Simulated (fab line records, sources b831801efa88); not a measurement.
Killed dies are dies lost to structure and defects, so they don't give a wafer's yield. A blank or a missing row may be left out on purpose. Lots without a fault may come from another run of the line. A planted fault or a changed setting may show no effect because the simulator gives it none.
Which tool did it? | flow sky130 | 10 lots, 30 wafers sampled, at 5 steps of a route of 708

WHAT THE GAUGES READ, wafer by wafer
SKY_METAL1_RS_MEAS_05: measures by four-point-probe.
lot  | measured     | on            | METAL1_ALCU_RS (ohm/sq)
L255 | day 31 06:35 | film_metro-04 | 0.1273 0.1274 0.1270
L258 | day 32 09:25 | film_metro-02 | 0.1257 0.1253 0.1235
L259 | day 32 19:50 | film_metro-04 | 0.1280 0.1252 0.1261
L266 | day 34 21:18 | film_metro-01 | 0.1282 0.1267 0.1272
L267 | day 34 23:29 | film_metro-02 | 0.1256 0.1266 0.1274
L268 | day 35 07:14 | film_metro-02 | 0.1273 0.1265 0.1283
L269 | day 35 18:08 | film_metro-01 | 0.1271 0.1274 0.1272
L270 | day 36 06:34 | film_metro-01 | 0.1263 0.1258 0.1271
L272 | day 36 18:08 | film_metro-01 | 0.1257 0.1258 0.1245
L274 | day 37 14:45 | film_metro-01 | 0.1269 0.1279 0.1272

SKY_METAL1_THK_MEAS_06: measures by xrf.
lot  | measured     | on            | METAL1_ALCU_THK (nm)
L255 | day 31 06:42 | film_metro-04 | 246.4 247.3 247.7
L258 | day 32 09:32 | film_metro-02 | 248.8 249.6 252.3
L259 | day 32 19:58 | film_metro-04 | 245.8 251.1 249.9
L266 | day 34 21:25 | film_metro-01 | 244.4 247.6 248.5
L267 | day 34 23:35 | film_metro-02 | 248.7 249.0 247.5
L268 | day 35 07:22 | film_metro-02 | 246.1 250.8 243.8
L269 | day 35 18:15 | film_metro-01 | 248.8 245.1 247.7
L270 | day 36 06:41 | film_metro-01 | 248.5 252.3 249.1
L272 | day 36 18:16 | film_metro-01 | 250.0 251.0 254.6
L274 | day 37 14:52 | film_metro-01 | 248.9 246.1 247.8

SKY_VIA1_CD_MEAS_12: target cd 150 nm.
lot  | measured     | on        | cd_nm (nm)
L255 | day 33 12:28 | cd_sem-02 | 154.0 151.9 150.6
L258 | day 34 14:48 | cd_sem-01 | 147.4 147.5 146.6
L259 | day 35 01:42 | cd_sem-01 | 152.6 152.5 151.8
L266 | day 37 03:58 | cd_sem-02 | 151.0 150.7 151.6
L267 | day 37 06:46 | cd_sem-02 | 148.3 148.7 149.4
L268 | day 37 13:43 | cd_sem-02 | 151.5 150.8 153.4
L269 | day 38 00:42 | cd_sem-01 | 148.4 147.3 144.8
L270 | day 38 13:07 | cd_sem-02 | 146.3 147.7 148.1
L272 | day 39 00:24 | cd_sem-02 | 150.8 150.1 152.5
L274 | day 39 21:17 | cd_sem-02 | 151.1 150.4 150.3

SKY_METAL5_THK_MEAS_06: measures by xrf.
lot  | measured     | on            | METAL5_ALCU_THK (nm)
L255 | day 42 19:57 | film_metro-04 | 1136 1138 1145
L258 | day 43 16:29 | film_metro-01 | 1371 1366 1371
L259 | day 44 02:02 | film_metro-02 | 1339 1347 1340
L266 | day 45 19:37 | film_metro-01 | 1170 1135 1154
L267 | day 45 21:52 | film_metro-02 | 1145 1137 1146
L268 | day 46 02:59 | film_metro-01 | 1129 1132 1136
L269 | day 46 11:16 | film_metro-01 | 1132 1145 1131
L270 | day 46 21:33 | film_metro-01 | 1156 1155 1133
L272 | day 47 05:00 | film_metro-02 | 1114 1125 1127
L274 | day 47 21:25 | film_metro-04 | 1138 1121 1124

WHICH TOOL RAN EACH LOT (tool, then ch and the chambers of the sampled wafers, then the start)
lot  | SKY_METAL5_SPUTTER_04
L255 | pvd_sputter-03, day 42 19:47
L258 | pvd_sputter-02, day 43 16:19
L259 | pvd_sputter-02, day 44 01:53
L266 | pvd_sputter-04, day 45 19:20
L267 | pvd_sputter-03, day 45 21:40
L268 | pvd_sputter-02, day 46 02:49
L269 | pvd_sputter-02, day 46 11:05
L270 | pvd_sputter-02, day 46 21:23
L272 | pvd_sputter-02, day 47 04:50
L274 | pvd_sputter-02, day 47 21:14
- SKY_METAL5_SPUTTER_04: material TiN, target thk 70 nm, time 58.3 s.

WHAT THE TOOLS THEMSELVES READ (means of the sampled wafers that have a number; where no wafer has one, the mark that the record gives instead)
SKY_METAL5_SPUTTER_04.
lot  | tool           | cathode_dc_power_W (W) | chamber_pressure_pa (Pa) | throttle_valve_pct (%)
L255 | pvd_sputter-03 | 6500.8                 | 0.4002                   | 29.2
L258 | pvd_sputter-02 | -                      | -                        | -
L259 | pvd_sputter-02 | -                      | -                        | -
L266 | pvd_sputter-04 | 6499.6                 | 0.3996                   | 30.1
L267 | pvd_sputter-03 | 6500.6                 | 0.4007                   | 30.2
L268 | pvd_sputter-02 | 6499.8                 | 0.4010                   | 30.4
L269 | pvd_sputter-02 | 6500.0                 | 0.4001                   | 29.9
L270 | pvd_sputter-02 | 6500.4                 | 0.3998                   | 28.5
L272 | pvd_sputter-02 | 6500.9                 | 0.3995                   | 28.5
L274 | pvd_sputter-02 | 6499.0                 | 0.3993                   | 30.0

THE ANSWER, worked out from the rows above alone
Rule: what is usual is taken from the lots themselves. Put in order of their means at a reading, lots are off if they are a third of the lots or fewer, leave a main group of 4 or more, and stand apart from it by a gap of 3 or more times the standard deviation of the main group's means; of several such gaps the widest counts. A main group whose means are all the same, to the digits that the tables above print for the reading, isn't used. A lot without any number at a reading at which 4 lots or more have one is off too. The other lots that the step has rows for count as sound. The gauges are gone through in route order, then the tools' own readings, and for those a lot's mean is taken as printed above. The first step at which some lot is off is used, and at that step the reading that is off furthest; a lot without a number counts as furthest.
Off: L258, L259, at SKY_METAL5_THK_MEAS_06 (METAL5_ALCU_THK). The main group: mean 1138 nm, standard deviation 9.7.
A tool fits if, at a process step before that reading, it ran every lot that is off, and no sound lot after the first of them. The gauges at SKY_METAL5_THK_MEAS_06 aren't tried: what is off there is off at SKY_METAL5_SPUTTER_04 too, on other tools, and a gauge's error can't cause that. None of those tried fits.

WHAT THE SIMULATOR HAD PUT IN
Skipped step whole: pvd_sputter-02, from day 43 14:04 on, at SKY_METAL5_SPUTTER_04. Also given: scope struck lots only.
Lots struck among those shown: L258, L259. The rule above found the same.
